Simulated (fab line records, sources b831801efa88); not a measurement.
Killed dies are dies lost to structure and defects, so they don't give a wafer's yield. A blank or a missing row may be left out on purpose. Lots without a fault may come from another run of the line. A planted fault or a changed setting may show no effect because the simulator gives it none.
Chamber matching | flow gf180mcu | GF_V3_CMP_04 on cmp-02: 4 sister chambers
The step polishes SiO2. 4 wafers are shown with their chamber, then 7 later ones without.

WAFERS WITH THEIR CHAMBER
wafer  | chamber | motor_current_A (A)
L308.5 | 0       | 11.5
L315.1 | 1       | 10.7
L315.5 | 2       | 11.7
L316.4 | 3       | 11.3

WAFERS WITHOUT THEIR CHAMBER
wafer  | motor_current_A (A)
L316.5 | 11.7
L316.6 | 12.1
L318.1 | 11.7
L318.2 | 11.7
L318.4 | 10.5
L320.3 | 10.4
L320.5 | 12.0

WHICH CHAMBER EACH WENT THROUGH
wafer  | from the rows above          | in truth
L316.5 | can't be placed: 2 or 0 or 3 | 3
L316.6 | can't be placed: 2 or 0 or 3 | 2
L318.1 | can't be placed: 2 or 0 or 3 | 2
L318.2 | can't be placed: 2 or 0 or 3 | 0
L318.4 | 1                            | 1
L320.3 | 1                            | 1
L320.5 | can't be placed: 2 or 0 or 3 | 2
Placed correctly: 2 of 7. Can't be placed from these rows: 5 (the true chamber is among the candidates in 5). Placed wrongly: 0.
How it was worked out, from the rows above alone: a wafer's distance from a chamber is the root of the sum, over the readings, of the square of ((its reading less the chamber's mean) divided by the reading's scatter). The wafer belongs to the nearest chamber; if the next one is less than 2 further off, it can't be placed. A chamber's mean is the mean of its shown wafers. The scatter: with one shown wafer a chamber, the root of the mean of the squares of how far each hidden wafer lies from its nearest shown one.
